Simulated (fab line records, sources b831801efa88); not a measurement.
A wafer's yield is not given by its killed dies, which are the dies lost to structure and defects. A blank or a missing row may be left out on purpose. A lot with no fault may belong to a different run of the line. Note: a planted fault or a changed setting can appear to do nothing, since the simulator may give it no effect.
Chamber matching	flow sky130	SKY_METAL3_ETCH_17 on rie-diel-04: 4 sister chambers
The step etches SiO2 in C4F8/O2/Ar, stops on TiN, time 3.9 s, target depth 15 nm. 8 wafers are shown with their chamber, then 11 later ones without.

WAFERS WITH THEIR CHAMBER
wafer	chamber	chamber-pressure-mTorr (mTorr)	oes-product-au (a.u.)
L081.5	1	40.00	0.758
L082.2	2	40.01	0.749
L082.3	1	40.01	0.758
L084.6	2	39.96	0.753
L085.1	3	40.01	0.748
L085.3	0	39.98	0.755
L085.6	3	39.96	0.753
L087.2	0	40.00	0.747

WAFERS WITH NO CHAMBER GIVEN
wafer	chamber-pressure-mTorr (mTorr)	oes-product-au (a.u.)
L087.4	39.94	0.757
L087.5	40.01	0.753
L089.2	40.03	0.761
L089.3	39.98	0.759
L089.4	39.99	0.759
L091.2	39.94	0.757
L091.4	39.94	0.748
L091.5	39.98	0.744
L092.1	39.92	0.751
L092.2	40.00	0.750
L092.4	40.01	0.769

THE CHAMBER EACH PASSED THROUGH
wafer	from the rows above	in truth
L087.4	can't be placed: 2 or 3 or 1 or 0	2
L087.5	can't be placed: 0 or 2 or 3 or 1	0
L089.2	can't be placed: 1 or 0 or 2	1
L089.3	can't be placed: 1 or 2 or 0 or 3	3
L089.4	can't be placed: 1 or 0 or 2 or 3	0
L091.2	can't be placed: 2 or 3 or 1 or 0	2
L091.4	can't be placed: 3 or 2 or 0 or 1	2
L091.5	can't be placed: 3 or 2 or 0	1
L092.1	can't be placed: 2 or 3 or 0 or 1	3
L092.2	can't be placed: 0 or 3 or 2 or 1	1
L092.4	can't be placed: 1 or 0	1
Correct placement for 0 of the 11. Not placeable from these rows: 11 (in 10, the candidates include the true chamber). 0 placed wrongly.
How it was worked out, from the rows above alone: a wafer's distance from a chamber is the root of the sum, over the readings, of the square of ((its reading less the chamber's mean) divided by the reading's scatter). The wafer belongs to the nearest chamber; if the next one is less than 2 further off, it can't be placed. Each chamber's mean is taken over the wafers shown for it. How the scatter is found: for the shown wafers, subtract from each reading the mean of its chamber, square and add these, divide the total by (wafers less chambers), then take the root.
